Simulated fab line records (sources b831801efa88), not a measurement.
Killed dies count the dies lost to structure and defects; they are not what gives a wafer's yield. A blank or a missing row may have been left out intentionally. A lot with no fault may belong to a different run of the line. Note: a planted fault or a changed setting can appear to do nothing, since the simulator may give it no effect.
Split-lot study || flow sfq line || route with 325 steps; 5 lots, 23 wafers read

SPLIT DETAILS
At SFQ_TRILAYER_M3_LITHO_PEB_078 (peb time 60 s), the setting peb temp c was moved away from the recipe's 115 C on 7 of the 23 wafers read, by +1.1% to +2.3%. This setting was run at the recipe's value on the other wafers.

FROM THE SPLIT ON TO THE READING: in between, the file shows 1 step
- SFQ_TRILAYER_M3_LITHO_DEVELOP_077: time 60 s

THE READING
M3.cd nm (the simulator's own value, which no gauge read), in nm, at SFQ_TRILAYER_M3_BARC_OPEN_METAL_ETCH_100 (etches BARC in O2, target depth 125 nm, time 41.7 s). No usual value for it is given in the file. The 16 wafers here that ran the recipe average 498.9 nm, standard deviation 1.3 nm.

{"wafer": "L076.1", "tool, chamber at the split": "litho track-01, 0", "peb temp c as run, C": 115, "against the recipe": "recipe", "M3.cd nm, nm": 499.2, "against lot-mates on the recipe": "-"}
{"wafer": "L076.2", "tool, chamber at the split": "litho track-01, 0", "peb temp c as run, C": 115, "against the recipe": "recipe", "M3.cd nm, nm": 500.9, "against lot-mates on the recipe": "-"}
{"wafer": "L076.3", "tool, chamber at the split": "litho track-01, 0", "peb temp c as run, C": 115, "against the recipe": "recipe", "M3.cd nm, nm": 502.1, "against lot-mates on the recipe": "-"}
{"wafer": "L076.5", "tool, chamber at the split": "litho track-01, 0", "peb temp c as run, C": 116.3, "against the recipe": "+1.1%", "M3.cd nm, nm": 477.9, "against lot-mates on the recipe": -22.8}
{"wafer": "L076.6", "tool, chamber at the split": "litho track-01, 0", "peb temp c as run, C": 116.3, "against the recipe": "+1.1%", "M3.cd nm, nm": 477.6, "against lot-mates on the recipe": -23.1}
{"wafer": "L077.1", "tool, chamber at the split": "litho track-01, 0", "peb temp c as run, C": 115, "against the recipe": "recipe", "M3.cd nm, nm": 499.4, "against lot-mates on the recipe": "-"}
{"wafer": "L077.3", "tool, chamber at the split": "litho track-01, 0", "peb temp c as run, C": 115, "against the recipe": "recipe", "M3.cd nm, nm": 498.9, "against lot-mates on the recipe": "-"}
{"wafer": "L077.4", "tool, chamber at the split": "litho track-01, 0", "peb temp c as run, C": 115, "against the recipe": "recipe", "M3.cd nm, nm": 499.8, "against lot-mates on the recipe": "-"}
{"wafer": "L077.5", "tool, chamber at the split": "litho track-01, 0", "peb temp c as run, C": 117.6, "against the recipe": "+2.3%", "M3.cd nm, nm": 456.6, "against lot-mates on the recipe": -42.8}
{"wafer": "L077.6", "tool, chamber at the split": "litho track-01, 0", "peb temp c as run, C": 117.6, "against the recipe": "+2.3%", "M3.cd nm, nm": 456, "against lot-mates on the recipe": -43.4}
{"wafer": "L079.1", "tool, chamber at the split": "litho track-04, 0", "peb temp c as run, C": 115, "against the recipe": "recipe", "M3.cd nm, nm": 498.4, "against lot-mates on the recipe": "-"}
{"wafer": "L079.3", "tool, chamber at the split": "litho track-04, 0", "peb temp c as run, C": 115, "against the recipe": "recipe", "M3.cd nm, nm": 497.5, "against lot-mates on the recipe": "-"}
{"wafer": "L079.4", "tool, chamber at the split": "litho track-04, 0", "peb temp c as run, C": 117, "against the recipe": "+1.7%", "M3.cd nm, nm": 464.5, "against lot-mates on the recipe": -33.4}
{"wafer": "L079.5", "tool, chamber at the split": "litho track-04, 0", "peb temp c as run, C": 117, "against the recipe": "+1.7%", "M3.cd nm, nm": 464.8, "against lot-mates on the recipe": -33.1}
{"wafer": "L079.6", "tool, chamber at the split": "litho track-04, 0", "peb temp c as run, C": 117, "against the recipe": "+1.7%", "M3.cd nm, nm": 465.5, "against lot-mates on the recipe": -32.4}
{"wafer": "L081.1", "tool, chamber at the split": "litho track-04, 0", "peb temp c as run, C": 115, "against the recipe": "recipe", "M3.cd nm, nm": 498.3, "against lot-mates on the recipe": "-"}
{"wafer": "L081.3", "tool, chamber at the split": "litho track-04, 0", "peb temp c as run, C": 115, "against the recipe": "recipe", "M3.cd nm, nm": 498.2, "against lot-mates on the recipe": "-"}
{"wafer": "L081.4", "tool, chamber at the split": "litho track-04, 0", "peb temp c as run, C": 115, "against the recipe": "recipe", "M3.cd nm, nm": 498.5, "against lot-mates on the recipe": "-"}
{"wafer": "L083.1", "tool, chamber at the split": "litho track-01, 0", "peb temp c as run, C": 115, "against the recipe": "recipe", "M3.cd nm, nm": 497.9, "against lot-mates on the recipe": "-"}
{"wafer": "L083.2", "tool, chamber at the split": "litho track-01, 0", "peb temp c as run, C": 115, "against the recipe": "recipe", "M3.cd nm, nm": 499.3, "against lot-mates on the recipe": "-"}
{"wafer": "L083.3", "tool, chamber at the split": "litho track-01, 0", "peb temp c as run, C": 115, "against the recipe": "recipe", "M3.cd nm, nm": 499.2, "against lot-mates on the recipe": "-"}
{"wafer": "L083.4", "tool, chamber at the split": "litho track-01, 0", "peb temp c as run, C": 115, "against the recipe": "recipe", "M3.cd nm, nm": 496.7, "against lot-mates on the recipe": "-"}
{"wafer": "L083.6", "tool, chamber at the split": "litho track-01, 0", "peb temp c as run, C": 115, "against the recipe": "recipe", "M3.cd nm, nm": 498, "against lot-mates on the recipe": "-"}

FIT RESULTS
A straight line over all 23 wafers: M3.cd nm changes by -19.1 nm for each +1% of peb temp c; r = -1.00; the points scatter about the line by 1.2 nm.
The same after taking each lot's own level away (the mean of its wafers on the recipe; 23 wafers): -19.1 nm for each +1%; r = -1.00; scatter 0.82 nm.
That fit puts the effect of the largest move of peb temp c on the reading at 43 nm.
Across the lots, their own levels run from 497.95 to 500.73 nm, a range of 2.2 times the standard deviation given above.
Hence the lot-to-lot level has little effect on the slope; both slopes agree.
Check: with one of the wafers moved furthest among these (+2.3%) left out of the fit, the line predicts -43.5 nm for it against its lot-mates. Against them it came out at -42.8 nm.

THESE WAFERS: OTHER SPLITS
Note: prior to the reading, these wafers also went through further splits. Each is held against what the fit with the lots' levels taken away leaves over:
{"other split on the same wafers": "SFQ_TRILAYER_M3_LITHO_COAT_080 spin rpm", "wafers away from the commonest value": 6, "r with M3.cd nm (lot level and that fit taken away)": -0.08}

FILE'S OWN FIT
M3.cd nm changes by -19.2 nm for each +1% of peb temp c, r = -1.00.
